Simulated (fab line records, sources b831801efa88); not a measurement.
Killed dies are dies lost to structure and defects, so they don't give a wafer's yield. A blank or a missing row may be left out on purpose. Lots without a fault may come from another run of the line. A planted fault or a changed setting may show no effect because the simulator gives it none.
Problem report in the 8D (eight disciplines) form, filled by code | flow sky130 | the parts of the form that need people (team, actions taken, sign-off) are left out

1. THE PROBLEM
beam_energy_keV at SKY_LDD_N_IMPLANT_10 reads a mean of 20.479 on 6 wafers of 2 lots; wafers without a fault read 20.000 with a standard deviation of 0.0066. That is +73 standard deviations from the usual mean.
First seen on wafer L343.1, day 22 16:27, on implanter-01. The record holds 42 wafers of 14 lots with a number at this step. Rule for "out", or "out of limits": more than 4 standard deviations from the usual mean. The other wafers with a number count as sound.

2. WHAT IT IS AND WHAT IT IS NOT
question                    | is                     | is not
which readings at this step | beam_energy_keV        | -
which lots                  | L343, L347             | L329, L330, L331, L332, L333, L334, L335, L336, L337, L338, L339, L352
which wafers of those lots  | all that have a number | -
read on which tools         | implanter-01           | implanter-02, implanter-03
when                        | from day 22 16:27      | up to then (33 sound wafers); but 3 sound wafers of L352 came after

3. SUSPECTS, AND WHAT RULES EACH OUT
Counting: a tool at a process step up to the reading stays a suspect if it ran every lot that is out and no sound lot after the first of them.
- implanter-01 at SKY_LDD_N_IMPLANT_10: kept. It ran every lot that is out, first L343 (day 22 16:27), and no sound lot after that; its last sound lot up to then is L339 (day 21 12:39). Its own readings are out on those wafers: beam_energy_keV.
Left after counting: implanter-01 at SKY_LDD_N_IMPLANT_10.

4. THE CAUSE (what the simulator had put in)
Process parameter drift: implanter-01, from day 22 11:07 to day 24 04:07, at SKY_LDD_N_IMPLANT_10. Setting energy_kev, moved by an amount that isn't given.
Counting left only this tool.

5. THE CHAIN OF EFFECTS, in route order
Each row: a reading whose mean over the struck wafers that have a number lies more than 3 standard deviations from the usual. Only readings for which the record gives a usual standard deviation are gone through. hours: the time from each lot's start at the first step in this table that gives one to its start at this step, as a median over the lots. sigmas: the change in usual standard deviations.
hours | step                 | reading         | usual  | on struck wafers | change | sigmas
0     | SKY_LDD_N_IMPLANT_10 | beam_energy_keV | 20.000 | 20.479           | +0.479 | +73
The process steps in it:
- SKY_LDD_N_IMPLANT_10
Later measuring or inspecting steps at which every struck wafer that the step has a row for has a number for every such reading, and none has moved that far: SKY_METAL1_OVL_MEAS_16.

6. WHAT WOULD HAVE CAUGHT IT SOONER
In this record the first reading out of limits was taken at day 22 16:27, 5 hours after the fault began at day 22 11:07.
